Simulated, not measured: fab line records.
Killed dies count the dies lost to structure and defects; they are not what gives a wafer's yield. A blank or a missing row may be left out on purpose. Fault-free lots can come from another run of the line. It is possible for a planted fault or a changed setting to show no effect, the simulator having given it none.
The tool behind it: which one? ; flow gf180mcu ; 21 wafers from 7 lots sampled at 2 of the route's 602 steps

== WHAT EACH GAUGE READ, for each wafer ==
GF_V1_THK_MEAS_25: measures by xrf.
lot;measured;on;V1_W_THK (nm)
L831;day 18 10:13;film metro-03;373 372 357
L833;day 19 06:36;film metro-02;356 366 373
L836;day 20 14:47;film metro-01;365 354 364
L843;day 23 11:30;film metro-02;347 367 347
L847;day 24 18:27;film metro-03;363 361 375
L849;day 25 12:47;film metro-03;363 355 360
L851;day 25 18:29;film metro-03;362 364 376

== WHAT TOOL EACH LOT RAN ON (gives the tool, then ch and the chambers of the sampled wafers, and finally the start) ==
lot;GF_LVPWELL_IMPLANT_09
L831;implanter-04 ch 0, day 4 02:31
L833;implanter-03 ch 0, day 4 13:49
L836;implanter-03 ch 0, day 5 05:20
L843;implanter-04 ch 0, day 6 22:54
L847;implanter-04 ch 0, day 7 23:45
L849;implanter-01 ch 0, day 8 09:45
L851;implanter-04 ch 0, day 8 20:04
- GF_LVPWELL_IMPLANT_09

== THE ANSWER, worked out from the rows above alone ==
Rule: usual is defined by the lots themselves. The widest of any qualifying gaps counts: lots, ordered by their means at a reading, are off when they make up no more than a third of the lots, leave a main group of 4 or more, and stand apart from it by 3 or more times the standard deviation of that group's means. Not used: any main group whose means are identical at the precision the tables above print for the reading. A lot without any number at a reading at which 4 lots or more have one is off too. Any other lot the step has rows for is counted as sound.
Across all readings shown, no lot is off: no conclusion can be drawn from this.

== WHAT THE SIMULATOR HAD INSERTED ==
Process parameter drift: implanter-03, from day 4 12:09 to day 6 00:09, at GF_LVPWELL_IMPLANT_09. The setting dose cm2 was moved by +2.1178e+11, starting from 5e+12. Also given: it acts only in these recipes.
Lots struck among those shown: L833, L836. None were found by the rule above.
